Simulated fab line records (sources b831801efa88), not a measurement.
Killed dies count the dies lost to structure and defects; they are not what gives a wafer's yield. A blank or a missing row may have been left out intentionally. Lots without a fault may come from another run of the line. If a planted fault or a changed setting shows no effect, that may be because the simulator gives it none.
Split-lot study | flow gf180mcu | 23 wafers read from 5 lots, route of 602 steps

THE SPLIT ITSELF
At GF_M5_PEB_05 (peb time 90 s), the setting peb time s was moved away from the recipe's 90 s on 8 of the 23 wafers read, by -13.8% to +10.8%. The other wafers ran this setting at the recipe's value.

FROM THE SPLIT TO THE READING: what the file shows between them, 2 steps
- GF_M5_DEVELOP_06: develop time 60 s
- GF_M5_ETCH_09: etches Si3N4 in CF4/O2, target depth 52 nm, time 11.6 s

THE READING
M5.cd nm (the simulator's own value, which no gauge read), in nm, at GF_M5_METAL_ETCH_10 (etches the open film in Cl2/BCl3, stops on SiO2, target depth 627.5 nm, time 104.6 s). The file does not state a usual value for it. Across the 15 wafers here that went through the recipe, the average is 281.0 nm and the standard deviation 1.5 nm.

wafer  | tool, chamber at the split | peb time s as run, s | against the recipe | M5.cd nm, nm | against lot-mates on the recipe
L074.1 | litho track-04, 0          | 90                   | recipe             | 281.2        | -
L074.2 | litho track-04, 0          | 90                   | recipe             | 282.4        | -
L074.3 | litho track-04, 0          | 90                   | recipe             | 283.5        | -
L078.1 | litho track-01, 0          | 99.69                | +10.8%             | 277.2        | -2.9
L078.2 | litho track-01, 0          | 99.69                | +10.8%             | 275.6        | -4.4
L078.3 | litho track-01, 0          | 90                   | recipe             | 279.8        | -
L078.4 | litho track-01, 0          | 90                   | recipe             | 280.3        | -
L078.6 | litho track-01, 0          | 99.69                | +10.8%             | 277.4        | -2.7
L081.1 | litho track-04, 0          | 90                   | recipe             | 279.8        | -
L081.3 | litho track-04, 0          | 77.57                | -13.8%             | 281.5        | +2.6
L081.4 | litho track-04, 0          | 77.57                | -13.8%             | 284.6        | +5.7
L081.5 | litho track-04, 0          | 90                   | recipe             | 278.2        | -
L081.6 | litho track-04, 0          | 90                   | recipe             | 278.6        | -
L082.1 | litho track-04, 0          | 90                   | recipe             | 281.1        | -
L082.3 | litho track-04, 0          | 90                   | recipe             | 281.1        | -
L082.4 | litho track-04, 0          | 90                   | recipe             | 281.6        | -
L082.5 | litho track-04, 0          | 90                   | recipe             | 280.8        | -
L082.6 | litho track-04, 0          | 90                   | recipe             | 280.6        | -
L085.1 | litho track-01, 0          | 90                   | recipe             | 282.1        | -
L085.2 | litho track-01, 0          | 90                   | recipe             | 283.4        | -
L085.3 | litho track-01, 0          | 96.03                | +6.7%              | 278.1        | -4.6
L085.4 | litho track-01, 0          | 96.03                | +6.7%              | 279.7        | -3.1
L085.6 | litho track-01, 0          | 96.03                | +6.7%              | 279.4        | -3.4

THE FIT
A straight line over all 23 wafers: M5.cd nm changes by -0.259 nm for each +1% of peb time s; r = -0.73; the points scatter about the line by 1.5 nm.
The same after taking each lot's own level away (the mean of its wafers on the recipe; 23 wafers): -0.338 nm for each +1%; r = -0.91; scatter 0.97 nm.
According to that fit, moving peb time s by its largest amount changes the reading by 4.7 nm.
The lots' own levels span 278.87 to 282.75 nm, that is 2.6 times the standard deviation above.
So the lot-to-lot level blurs the effect unless lot-mates are compared.
Check: with one of the wafers moved furthest among these (-13.8%) left out of the fit, the line predicts +5.31 nm for it against its lot-mates. It came out at +2.63 nm against them.

OTHER SPLITS APPLIED TO THESE WAFERS
Before the reading, these wafers also passed through other splits. Each is held against what the fit with the lots' levels taken away leaves over:
other split on the same wafers  | wafers away from the commonest value | r with M5.cd nm (lot level and that fit taken away)
GF_V4_CMP_04 leave above ref nm | 7                                    | +0.07
GF_V4_COAT_09 resist thk nm     | 7                                    | -0.21
GF_V4_ETCH_17 bias w            | 5                                    | -0.09
GF_MIM_SPUTTER_03 time s        | 9                                    | +0.21
GF_MIM_SPUTTER_04 power w       | 6                                    | -0.09

FILE'S OWN FIT
M5.cd nm changes by -0.334 nm for each +1% of peb time s, r = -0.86.
